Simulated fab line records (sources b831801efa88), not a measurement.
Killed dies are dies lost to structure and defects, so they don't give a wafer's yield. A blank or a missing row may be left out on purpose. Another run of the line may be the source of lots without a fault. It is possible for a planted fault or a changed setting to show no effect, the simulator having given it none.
Problem report, 8D (eight disciplines) form, completed by code | flow gf180mcu | the parts of the form that need people (team, actions taken, sign-off) are left out

1. THE PROBLEM
Wafers free of any fault read 1060 (standard deviation 7) for HV_LDD_2_TW at GF_HV_LDD_TW_MEAS_23, against a mean of 1104 on 6 wafers of 2 lots. That is +6.2 standard deviations from the usual mean.
The first sign was on wafer L562.3 at day 17 09:13, on film-metro-02. The record has a number at this step for 39 wafers belonging to 13 lots. Rule for "out", or "out of limits": more than 4 standard deviations from the usual mean. The rest of the wafers with a number are treated as sound.

2. WHAT IT IS AND WHAT IT IS NOT
question                    | is                           | is not
which readings at this step | HV_LDD_2_TW                  | -
which lots                  | L562, L564                   | L541, L545, L546, L547, L548, L550, L552, L554, L555, L556, L561
which wafers of those lots  | all that have a number       | -
read on which gauges        | film-metro-02, film-metro-04 | film-metro-03
when                        | from day 17 09:13            | up to then (33 sound wafers)

3. WHAT RULES OUT EACH SUSPECT
Counting: a tool at any process step up to the reading remains a suspect when it ran all the lots that are out and ran no sound lot after the first of those.
- the gauge at GF_HV_LDD_TW_MEAS_23 is ruled out. Those wafers that are out were read across 2 gauges (film-metro-02, film-metro-04).
- implanter-03 at GF_HV_LDD_IMPLANT_21: kept. All lots that are out passed through it, beginning with L562 at day 17 09:00, and no sound lot followed; its final sound lot before that point was L555 at day 15 11:53. Its own readings are out on those wafers: beam-energy-keV.
Remaining after the count: implanter-03 at GF_HV_LDD_IMPLANT_21.

4. THE CAUSE (what the simulator had put in)
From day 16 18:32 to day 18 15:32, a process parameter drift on implanter-03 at GF_HV_LDD_IMPLANT_21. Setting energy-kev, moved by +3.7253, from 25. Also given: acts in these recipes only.
This tool alone remained once counting was done.

5. SEQUENCE OF EFFECTS, ordered by route
One row per reading whose mean, taken over the struck wafers that have a number, lies over 3 standard deviations from the usual. Readings are gone through only where the record gives a usual standard deviation; hours: the median, over the lots, of the time from a lot's start at the first step in this table giving one to that lot's start at this step; sigmas: the change measured in usual standard deviations.
hours | step                 | reading         | usual  | on struck wafers | change | sigmas
0     | GF_HV_LDD_IMPLANT_21 | beam-energy-keV | 25.004 | 28.724           | +3.720 | +99 or more
0     | GF_HV_LDD_TW_MEAS_23 | HV_LDD_2_TW     | 1060   | 1104             | +44    | +6.2
Process steps it contains:
- GF_HV_LDD_IMPLANT_21

6. WHAT WOULD HAVE CAUGHT IT SOONER
15 hours passed between the start of the fault at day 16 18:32 and the first reading out of limits at a measuring or inspecting step in this record, taken at day 17 09:13.
At GF_HV_LDD_IMPLANT_21, the tool's own readings (beam-energy-keV) were out on each struck wafer the step has a row for, so an alarm limit on them would have fired on the first such wafer.
L564, from the lots that are out (2), started GF_HV_LDD_IMPLANT_21 on implanter-03 later than day 17 09:13. Had the tool been put on hold then, it would have been spared.
